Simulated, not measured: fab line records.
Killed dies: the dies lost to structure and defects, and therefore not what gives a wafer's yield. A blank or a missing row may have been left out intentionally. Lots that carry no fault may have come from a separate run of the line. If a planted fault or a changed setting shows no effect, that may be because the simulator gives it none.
A struck lot beside a sound one + flow sky130 + 38 steps out of a route of 708
Sound: wafers L971.1, L971.5, L971.6. Wafers struck: L981.3, L981.4, L981.5. Last of all comes the cause.
Per side, at each step with rows, come the tool, then ch with its chambers, and then its first start. Under that, the readings that differ: sound wafers + struck wafers + difference of the means + sigmas: that difference in standard deviations of wafers without a fault.
alike: words and numbers the same on both sides, and readings whose means are apart by under 2 such deviations; not compared: readings that were withheld, readings missing a value for some wafer, numbers with overlapping values and no deviation given by the record, and bounds like >300 which may hide the same value.
A row with sigmas, a row that says differs or no value, or rows on one side alone: a step with any of these is where the two part. Numbers that don't overlap but have no deviation are shown without sigmas and don't part them. A reading that every wafer of one side lacks parts them only if that side has two wafers or more.

first, 10 steps without rows for these wafers: SKY_FIELD_ISO_STRIP_16 (strips in O2/N2); SKY_FIELD_ISO_ETCH_17 (etches Si in HBr/Cl2/O2, target depth 342 nm, time 97.7 s); SKY_FIELD_ISO_WET_ETCH_18 (etches Si3N4 in H3PO4, target depth 25 nm, time 286 s); SKY_FIELD_ISO_CLEAN_19 (cleans in SC1/SC2, time 150 s); SKY_FIELD_ISO_CLEAN_20 (cleans in dHF, time 20 s); SKY_FIELD_ISO_WET_ETCH_21 (etches SiO2 in dHF, target depth 20 nm, time 400 s); SKY_FIELD_ISO_OXIDATION_22 (stabilise 600 s, purge 300 s, target thk 10 nm); SKY_FIELD_ISO_CVD_24 (deposits SiO2, target thk 595 nm, time 99.2 s); SKY_FIELD_ISO_ANNEAL_26 (time 1800 s); SKY_FIELD_ISO_CMP_27 (polishes, stops on Si3N4, t overpolish 14.79 s, target thk 457.8 nm).
SKY_FIELD_ISO_WET_ETCH_28: etches SiO2 in dHF, target depth 23.7 nm, time 47 s.
  sound on wet_bench-02 ch 1, day 2 09:59; struck on wet_bench-02 ch 1, day 4 14:33
| reading                                    | sound             | struck            | difference | sigmas      |
|--------------------------------------------|-------------------|-------------------|------------|-------------|
| bath_heat_duty_pct (%)                     | 5.9 6.1 7.2       | 28.2 29.5 30.3    | +22.9      | +40         |
| temp_c (C)                                 | 24.92 25.02 25.00 | 41.88 41.91 41.95 | +16.93     | +99 or more |
| model.SiO2_of_FIELD_ISO_CVD_24.thk_nm (nm) | 434.4 433.3 434.9 | 412 412 412       | -22        |             |
then, 25 steps without rows for these wafers: SKY_FIELD_ISO_WET_ETCH_29 (etches Si3N4 in H3PO4, target depth 160 nm, time 1825 s); SKY_FIELD_ISO_WET_ETCH_30 (etches SiO2 in dHF, target depth 25 nm, time 50 s); SKY_NWELL_CLEAN_00 (cleans in SC1/SC2, time 150 s); SKY_NWELL_OXIDATION_01 (stabilise 600 s, purge 300 s, target thk 10 nm); SKY_DNWELL_DEHYDRATE_00 (time 60 s); SKY_DNWELL_HMDS_01 (prime time 60 s); SKY_DNWELL_COAT_02 (resist thk 3000 nm); SKY_DNWELL_SOFTBAKE_03; SKY_DNWELL_EXPOSE_04 (exposes mask DNM, target cd 3000 nm); SKY_DNWELL_PEB_05; SKY_DNWELL_DEVELOP_06 (develop time 60 s); SKY_DNWELL_IMPLANT_07; SKY_DNWELL_STRIP_08 (strips in O2/N2); SKY_PWDE_DEHYDRATE_00 (time 60 s); SKY_PWDE_HMDS_01 (prime time 60 s); SKY_PWDE_COAT_02 (resist thk 3000 nm); SKY_PWDE_SOFTBAKE_03; SKY_PWDE_EXPOSE_04 (exposes mask PWDEM, target cd 840 nm); SKY_PWDE_PEB_05; SKY_PWDE_DEVELOP_06 (develop time 60 s); SKY_PWDE_IMPLANT_08; SKY_PWDE_STRIP_09 (strips in O2/N2); SKY_NWELL_DEHYDRATE_03 (time 60 s); SKY_NWELL_HMDS_04 (prime time 60 s); SKY_NWELL_COAT_05 (resist thk 3000 nm).
-- the record jumps here: 27 days lie between the struck wafers' starts before and after (it left off in module NWELL and takes up again in module SALICIDE, whose first step shown is number 361 of the route) --
SKY_SALICIDE_CLEAN_00: cleans in HF-last, time 30 s.
  sound on wet_bench-04 ch 2, day 28 06:23; struck on wet_bench-04 ch 2, day 31 15:44
| reading                                    | sound             | struck            | difference | sigmas |
|--------------------------------------------|-------------------|-------------------|------------|--------|
| model.SiO2_of_FIELD_ISO_CVD_24.thk_nm (nm) | 358.7 357.6 359.4 | 336.2 336.4 336.3 | -22.3      |        |
-- the record jumps here: 17 days lie between the struck wafers' starts before and after (it left off in module SALICIDE and takes up again in module PAD_OPEN, whose first step shown is number 708 of the route) --
SKY_PAD_OPEN_PROBE_99:
  struck on prober-02, day 48 12:25; sound on prober-01, day 46 03:39
| reading                                 | sound                         | struck                        | difference | sigmas |
|-----------------------------------------|-------------------------------|-------------------------------|------------|--------|
| model.etest.res_p_drift_20v.line_ohm_um | 1.068e+04 1.058e+04 1.091e+04 | 9916 9926 9650                | -893       |        |
| model.etest.res_p_drift_20v.rs_ohm_sq   | 8797 8738 9125                | 8254 8256 7958                | -731       |        |
| model.etest.pfet_16v.r_on_ohm_um        | 1.503e+04 1.5e+04 1.531e+04   | 1.456e+04 1.465e+04 1.439e+04 | -5.800e+02 |        |
| model.etest.res_iso_pwell.rs_ohm_sq     | 2908 2875 3005                | 2578 2578 2526                | -369       |        |
| model.etest.res_iso_pwell.line_ohm_um   | 1109 1078 1127                | 974.9 961.5 945.2             | -144.1     |        |
| model.etest.res_nwell.line_ohm_um       | 1094 1110 1131                | 1070 1065 1079                | -40        |        |
| model.etest.res_nwell.rs_ohm_sq         | 926.4 918.9 937.1             | 883 876.8 873.2               | -50        |        |
| model.etest.cap_li_to_poly.c_af_um2     | 102.2 100.7 98.17             | 90.49 93.67 92.71             | -8.07      |        |
  alike: killed_at_M0_to_M3, killed_at_M4_up, killed_at_contacts, killed_at_front_end, killed_at_other, killed_dies, killed_open, killed_short

## WHERE THEY PART
SKY_FIELD_ISO_WET_ETCH_28 only, going by this record. Later steps at which nothing parts them and some readings are alike: SKY_PAD_OPEN_PROBE_99.

WHY: the cause the simulator had injected
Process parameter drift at SKY_FIELD_ISO_WET_ETCH_28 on wet_bench-02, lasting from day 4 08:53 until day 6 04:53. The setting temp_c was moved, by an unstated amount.
